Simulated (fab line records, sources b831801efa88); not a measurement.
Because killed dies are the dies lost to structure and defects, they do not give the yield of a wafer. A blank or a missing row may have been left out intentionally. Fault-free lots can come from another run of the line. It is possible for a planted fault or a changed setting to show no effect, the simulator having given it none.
Which tool is to blame?    flow sky130    13 lots with 39 wafers sampled at 5 steps, on a route of 708 steps

== WHAT THE GAUGES READ, wafer by wafer ==
SKY_FIELD_ISO_THK_MEAS_04.
lot   measured     on             FIELD_ISO_CVD_03_THK (nm)
L874  day 1 16:04  film metro-01  165.1 165.9 166.9
L875  day 1 21:05  film metro-02  164.4 165.5 164.4
L877  day 2 05:32  film metro-04  162.2 161.6 162.8
L880  day 2 20:31  film metro-04  168.9 166.5 167.7
L881  day 3 00:54  film metro-01  166.4 165.0 167.1
L882  day 3 08:19  film metro-02  167.1 166.1 165.4
L883  day 3 11:27  film metro-01  167.2 168.9 168.1
L886  day 4 01:49  film metro-01  167.3 166.8 166.0
L888  day 4 12:53  film metro-02  163.6 165.5 163.9
L893  day 5 12:29  film metro-01  165.7 164.9 164.7
L894  day 5 17:48  film metro-01  165.3 165.9 167.6
L896  day 6 04:26  film metro-02  164.1 166.1 165.3
L897  day 6 08:40  film metro-02  165.4 165.9 163.8

SKY_FIELD_ISO_THK_MEAS_23.
lot   measured     on             FIELD_ISO_OXIDATION_01_THK (nm)
L874  day 2 08:50  film metro-02  9.71 9.94 9.79
L875  day 2 14:29  film metro-04  9.73 9.94 9.97
L877  day 2 23:49  film metro-04  10.05 10.09 10.11
L880  day 3 14:48  film metro-01  10.20 10.05 10.03
L881  day 3 18:11  film metro-02  10.03 10.12 10.04
L882  day 4 03:29  film metro-02  9.68 9.78 9.61
L883  day 4 06:10  film metro-02  9.96 10.00 10.13
L886  day 4 22:13  film metro-02  9.70 9.74 9.64
L888  day 5 09:25  film metro-02  10.31 10.16 10.30
L893  day 6 09:29  film metro-01  9.59 9.57 9.72
L894  day 6 16:22  film metro-02  9.85 9.88 9.79
L896  day 7 05:01  film metro-02  10.03 10.04 10.01
L897  day 7 08:55  film metro-02  10.09 9.92 9.88

SKY_NWELL_TW_MEAS_15.
lot   measured      on             NWELL_TW
L874  day 4 14:34   film metro-02  1828 1839 1831
L875  day 4 22:36   film metro-03  1801 1805 1802
L877  day 5 10:43   film metro-03  1803 1805 1804
L880  day 6 00:47   film metro-02  1807 1812 1809
L881  day 6 05:54   film metro-03  1808 1818 1803
L882  day 6 17:44   film metro-01  1830 1822 1815
L883  day 6 20:17   film metro-01  1821 1818 1827
L886  day 7 13:34   film metro-02  1821 1827 1828
L888  day 8 02:43   film metro-02  1819 1824 1835
L893  day 9 07:08   film metro-02  1833 1849 1835
L894  day 9 13:37   film metro-01  1820 1819 1826
L896  day 10 06:51  film metro-01  1842 1833 1838
L897  day 10 09:42  film metro-01  1832 1838 1827

SKY_NWELL_RS_MEAS_29: uses a four-point probe to measure.
lot   measured      on             NWELL_RS (ohm/sq)
L874  day 5 09:06   film metro-03  624.6 623.1 624.5
L875  day 5 17:05   film metro-02  624.1 622.5 623.4
L877  day 6 06:02   film metro-02  625.2 624.2 622.3
L880  day 6 20:10   film metro-03  625.2 624.6 623.6
L881  day 7 01:26   film metro-02  626.2 624.0 624.7
L882  day 7 13:49   film metro-01  636.0 634.8 636.9
L883  day 7 16:23   film metro-03  636.6 635.3 635.9
L886  day 8 11:00   film metro-01  634.1 632.3 632.8
L888  day 9 00:10   film metro-03  624.3 624.7 625.8
L893  day 10 06:25  film metro-03  625.3 625.2 624.2
L894  day 10 13:02  film metro-01  624.5 623.3 620.9
L896  day 11 07:25  film metro-02  623.8 624.9 624.5
L897  day 11 10:19  film metro-03  624.4 624.3 625.7

== WHAT TOOL EACH LOT RAN ON (gives the tool, then ch and the chambers of the sampled wafers, and finally the start) ==
lot   SKY_NWELL_IMPLANT_12
L874  implanter-02 ch 0, day 4 14:11
L875  implanter-04 ch 0, day 4 22:12
L877  implanter-01 ch 0, day 5 10:19
L880  implanter-02 ch 0, day 6 00:23
L881  implanter-02 ch 0, day 6 05:30
L882  implanter-02 ch 0, day 6 17:21
L883  implanter-02 ch 0, day 6 19:53
L886  implanter-02 ch 0, day 7 13:12
L888  implanter-01 ch 0, day 8 02:19
L893  implanter-01 ch 0, day 9 06:44
L894  implanter-04 ch 0, day 9 13:12
L896  implanter-01 ch 0, day 10 06:29
L897  implanter-01 ch 0, day 10 09:18
- SKY_NWELL_IMPLANT_12

== AS READ BY THE TOOLS THEMSELVES (means over the sampled wafers that have a number; for cases with no such wafer, the mark the record gives instead) ==
SKY_NWELL_IMPLANT_12.
lot   tool          dose ions cm2  end station pressure torr (Torr)  faraday current uA
L874  implanter-02  1.3016e+12     5.18e-06                          7.44
L875  implanter-04  1.3003e+12     4.87e-06                          7.31
L877  implanter-01  1.2988e+12     4.85e-06                          7.26
L880  implanter-02  1.3002e+12     4.85e-06                          7.44
L881  implanter-02  1.3015e+12     4.97e-06                          7.21
L882  implanter-02  9.4820e+11     4.96e-06                          5.35
L883  implanter-02  9.5210e+11     4.89e-06                          5.37
L886  implanter-02  9.5007e+11     4.94e-06                          5.36
L888  implanter-01  1.2998e+12     5.36e-06                          7.29
L893  implanter-01  1.2997e+12     5.28e-06                          7.25
L894  implanter-04  1.2984e+12     4.96e-06                          7.19
L896  implanter-01  1.3007e+12     4.90e-06                          7.37
L897  implanter-01  1.3003e+12     5.01e-06                          7.38

== THE ANSWER, worked out from the rows above alone ==
Rule: the lots themselves supply what counts as usual. Put in order of their means at a reading, lots are off if they are a third of the lots or fewer, leave a main group of 4 or more, and stand apart from it by a gap of 3 or more times the standard deviation of the main group's means; of several such gaps the widest counts. Not used: any main group whose means are identical at the precision the tables above print for the reading. Also off: a lot with no number at a reading for which 4 or more lots have one. Where the step has rows for the other lots, those lots are counted as sound. First the gauges in route order, then the tools' own readings, where a lot's mean is used as printed above. At the first step where some lot is off, the reading lying furthest off is the one used; lots without a number count as furthest.
Off: L882, L883, L886, at SKY_NWELL_RS_MEAS_29 (NWELL_RS). Main group: mean 624.3 ohm/sq, sd 0.68.
A tool fits if, at a process step before that reading, it ran every lot that is off, and no sound lot after the first of them. The gauges at SKY_NWELL_RS_MEAS_29 aren't tried: what is off there is off at SKY_NWELL_IMPLANT_12 too, on other tools, and a gauge's error can't cause that. One fits: SKY_NWELL_IMPLANT_12 on implanter-02. A fault onset in the window from L881 (day 6 05:30, its last sound lot) to L882 (day 6 17:21, its first lot off) fits.
The tool's own readings at SKY_NWELL_IMPLANT_12 bear it out: on the lots that are off they differ by more than 5 times the standard deviation of the sound lots' means. dose ions cm2 reads 9.5012e+11 there against 1.3001e+12 on the sound lots; faraday current uA reads 5.36 there against 7.31 on the sound lots.

== WHAT HAD BEEN PUT IN BY THE SIMULATOR ==
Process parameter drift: implanter-02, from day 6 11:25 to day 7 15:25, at SKY_NWELL_IMPLANT_12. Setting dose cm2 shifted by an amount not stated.
Shown lots that were struck: L882, L883, L886. The rule given above showed the same thing.
